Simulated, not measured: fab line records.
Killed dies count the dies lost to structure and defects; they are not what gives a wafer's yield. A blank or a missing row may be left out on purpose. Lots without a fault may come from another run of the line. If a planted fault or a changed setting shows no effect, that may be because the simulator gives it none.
8D (eight disciplines) problem report, filled in by code | flow sky130 | the parts of the form that need people (team, actions taken, sign-off) are left out

== 1. WHAT WENT WRONG ==
Wafers without a fault read 2999.6 rpm, standard deviation 2.2; spin_speed_rpm at SKY_METAL2_COAT_09 reads a mean of 2948.4 rpm on 6 wafers belonging to 2 lots. Measured from the usual mean, that is -23 standard deviations.
The step: resist thk 60 nm.
First seen on wafer L233.1, day 39 18:26, on litho_track-02. The record holds 18 wafers of 6 lots with a number at this step. The rule behind "out" and "out of limits": a value lying over 4 standard deviations away from the usual mean. The rest of the wafers with a number are treated as sound.

== 2. WHAT IT IS; WHAT IT IS NOT ==
question                    | is                     | is not
which readings at this step | spin_speed_rpm         | -
which lots                  | L233, L234             | L224, L230, L236, L238
which wafers of those lots  | all that have a number | -
read on which tools         | litho_track-02         | litho_track-01, litho_track-04
when                        | from day 39 18:26      | up to then (6 sound wafers); but 6 sound wafers of L236, L238 came after

== 3. WHAT RULES OUT EACH SUSPECT ==
Counting: a tool at any process step up to the reading remains a suspect when it ran all the lots that are out and ran no sound lot after the first of those.
- litho_track-02 at SKY_METAL2_COAT_09 (resist thk 60 nm): kept. It processed each lot that is out, first L233 at day 39 18:26, and no sound lot thereafter; up to then, the last sound lot it processed was L230 at day 39 00:38. On those wafers its own readings are out: spin_speed_rpm.
Remaining after the count: litho_track-02 at SKY_METAL2_COAT_09.

== 4. THE CAUSE (what the simulator had put in) ==
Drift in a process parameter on litho_track-02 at SKY_METAL2_COAT_09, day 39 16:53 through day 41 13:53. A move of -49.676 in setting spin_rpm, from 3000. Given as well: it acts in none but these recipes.
After counting, this tool was the only one left.

== 5. SEQUENCE OF EFFECTS, ordered by route ==
Rows list readings where the struck wafers' mean (over those with a number) sits beyond 3 standard deviations from the usual. Scope: only readings with a usual standard deviation given in the record; hours: median across lots of the time from each lot's start at the first step in this table that gives one to its start at this step; sigmas: change in usual standard deviations.
hours | step               | reading        | usual      | on struck wafers | change | sigmas
0     | SKY_METAL2_COAT_09 | spin_speed_rpm | 2999.6 rpm | 2948.4           | -51.2  | -23
It contains these process steps:
- SKY_METAL2_COAT_09: resist thk 60 nm.
Later steps that measure or inspect, where all struck wafers having a row at the step show a number for every such reading and not one has moved that far: SKY_METAL2_CD_MEAS_15, SKY_METAL2_OVL_MEAS_16.

== 6. HOW IT WOULD HAVE BEEN CAUGHT EARLIER ==
First out-of-limits reading in this record: day 39 18:26, which is 2 hours after fault onset at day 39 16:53.
